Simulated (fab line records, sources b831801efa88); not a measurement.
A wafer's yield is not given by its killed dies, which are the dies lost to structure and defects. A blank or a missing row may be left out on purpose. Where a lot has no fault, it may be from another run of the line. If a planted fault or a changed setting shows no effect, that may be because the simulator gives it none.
fab line records -- flow sfq_line
record lots=15, wafers=45, last_day=81
route steps=325 shown L0V@26
lots untouched by any fault: they come from a run of this same line in which no faults occurred
start_h: start of the lot's first displayed wafer, in hours after the record's first day -- wait_h: time in hours since the lot's previous step -- " as in the row above -- L1.1+2: several wafers, shown together as one row -- - no value present, or no start provided -- * or withheld: withheld -- < > ~ a bound
route shown NAME@n: NAME is a module with steps in the file, n the number in the route of the first one -- usual: average and standard deviation across the fault-free wafers -- same: alike in all rows -- chamber/n: place in a boat -- sites: readings site by site -- _std_site: standard deviation across them -- _edge_site: outer sites' mean less inner sites' -- radius_mm: for every site, how far away it sits from the centre of the wafer -- mask NAME#n: copy n -- behind: the last tool/chamber to shape the wafer -- hold: cause of the lot's hold/its duration in hours/its outcome -- device: names the non-switching transistor (n, p or np) -- end of line: the route-end tests of the same wafers -- a step given without rows: its recipe and nothing more -- killed: dies lost to structure and defects at the first sort, not the wafer's yield -- map: dies across one wafer; x = killed, . = not, _ = none there
set.NAME: the setting that was run; set.NAME@STEP: the one run at that earlier step -- model.NAME: the simulator's own value behind a step, which no gauge read
steps of the route over a sample of lots; a table a step, a row a wafer
services: from which hour (start_h, from the record's first day; less than 0 if before it) a tool's chamber was out of use, for how many hours, and why
## steps
# step SFQ_TRILAYER_L0_VIA_STRIP_STRIP_017
# recipe gas=O2, power_w=200, platen_temp_c=40, overash_fraction=0.65, chemistry=O2, pressure_mtorr=50
# usual chamber_pressure_mTorr=49.99/0.044, drypump_motor_current_A=6.0/0.38, oes_product_au=1.002/0.0088
lot.wafer,tool,chamber,start_h,wait_h,chamber_pressure_mTorr,drypump_motor_current_A,oes_product_au,rf_hours_counter_h
L415.4,rie_metal-02,0,166.53,-,49.92,6.4,0.993,-
L415.5,rie_metal-02,1,166.53,-,49.97,6.2,0.999,-
L415.6,rie_metal-02,0,166.53,-,50.01,6.4,0.981,-
L416.3,rie_metal-01,1,172.53,-,50.01,5.8,0.984,-
L416.4,rie_metal-01,0,172.53,-,49.94,5.7,0.992,-
L416.5,rie_metal-01,0,172.53,-,50.02,5.7,0.992,-
L420.2,rie_metal-02,1,209.53,-,50.00,6.2,1.002,176
L420.5,rie_metal-02,0,209.53,-,60.02,6.4,1.001,-
L420.6,rie_metal-02,1,209.53,-,50.01,6.2,0.998,-
L421.1,rie_metal-02,1,215.92,-,49.99,6.2,1.005,177
L421.2,rie_metal-02,0,215.92,-,60.06,6.4,0.998,61
L421.5,rie_metal-02,1,215.92,-,49.89,6.2,1.007,-
L423.2,rie_metal-02,0,227.92,-,60.01,6.4,1.002,63
L423.3,rie_metal-02,1,227.92,-,50.04,6.2,1.008,-
L423.4,rie_metal-02,0,227.92,-,60.00,6.4,1.004,-
L425.1,rie_metal-04,0,246.05,-,50.08,5.3,1.011,119
L425.2,rie_metal-04,1,246.05,-,49.98,5.9,1.010,13
L425.5,rie_metal-04,1,246.05,-,49.99,5.8,1.004,-
L426.1,rie_metal-04,0,252.09,-,49.96,5.2,1.007,120
L426.2,rie_metal-04,1,252.09,-,50.00,5.8,1.005,14
L426.4,rie_metal-04,0,252.09,-,49.94,5.2,1.000,-
L429.1,rie_metal-04,1,273.72,-,50.08,5.8,1.012,18
L429.4,rie_metal-04,1,273.72,-,49.96,5.8,1.010,-
L429.6,rie_metal-04,1,273.72,-,49.98,5.8,1.012,-
L431.4,rie_metal-04,1,285.85,-,50.04,5.8,1.003,-
L431.5,rie_metal-04,1,285.85,-,49.98,5.8,1.009,-
L431.6,rie_metal-04,0,285.85,-,50.03,5.3,0.986,-
L432.1,rie_metal-02,0,295.25,-,50.02,6.3,1.004,79
L432.4,rie_metal-02,0,295.25,-,50.02,6.4,1.004,-
L432.5,rie_metal-02,0,295.25,-,49.92,6.4,1.006,-
L434.2,rie_metal-02,1,308.45,-,49.97,6.2,1.005,0
L434.3,rie_metal-02,0,308.45,-,49.90,6.4,1.004,-
L434.5,rie_metal-02,0,308.45,-,50.06,6.4,1.005,-
L435.2,rie_metal-04,1,317.86,-,49.97,5.8,1.016,26
L435.3,rie_metal-04,1,317.86,-,49.99,5.8,1.018,-
L435.5,rie_metal-04,0,317.86,-,50.01,5.3,1.004,-
L436.3,rie_metal-02,1,325.26,-,49.96,6.2,0.996,-
L436.4,rie_metal-02,0,325.26,-,50.00,6.4,0.986,-
L436.5,rie_metal-02,1,325.26,-,50.07,6.2,0.994,-
L437.3,rie_metal-01,1,328.86,-,50.01,5.8,1.000,-
L437.5,rie_metal-01,0,328.86,-,50.00,5.7,1.003,-
L437.6,rie_metal-01,1,328.86,-,49.90,5.8,1.002,-
L438.2,rie_metal-02,0,335.04,-,49.98,6.4,1.001,88
L438.3,rie_metal-02,1,335.04,-,49.98,6.2,0.999,-
L438.6,rie_metal-02,1,335.04,-,49.95,6.2,1.006,-
## services
tool,chamber,start_h,hours,kind
rie_metal-04,1,147.66,-,clean
rie_metal-04,1,147.66,16.0,scheduled_down
rie_metal-04,1,147.66,16.0,vent_cycle
rie_metal-01,1,176.80,-,clean
rie_metal-01,1,176.80,21.2,scheduled_down
rie_metal-01,1,176.80,21.2,vent_cycle
rie_metal-02,1,281.69,-,clean
rie_metal-02,1,281.69,20.9,scheduled_down
rie_metal-02,1,281.69,20.9,vent_cycle
## key
first_sign step=SFQ_TRILAYER_L0_VIA_STRIP_STRIP_017, reading=chamber_pressure_mTorr, direction=up, sigmas=99+, usual=49.99, struck=60.02
effect none on later readings
met_at SFQ_TRILAYER_L0_VIA_STRIP_STRIP_017
struck_lots L420,L421,L423
struck_wafers L420.5,L421.2,L423.2,L423.4
onset_between 166.53 209.53
fault kind=process_parameter_drift, tool=rie_metal-02, chamber=0, onset_h=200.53, steps=SFQ_TRILAYER_L0_VIA_STRIP_STRIP_017, channel=pressure_mtorr, offset=10, shape=step, end_h=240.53, acts_in=these_recipes_only, stated=50
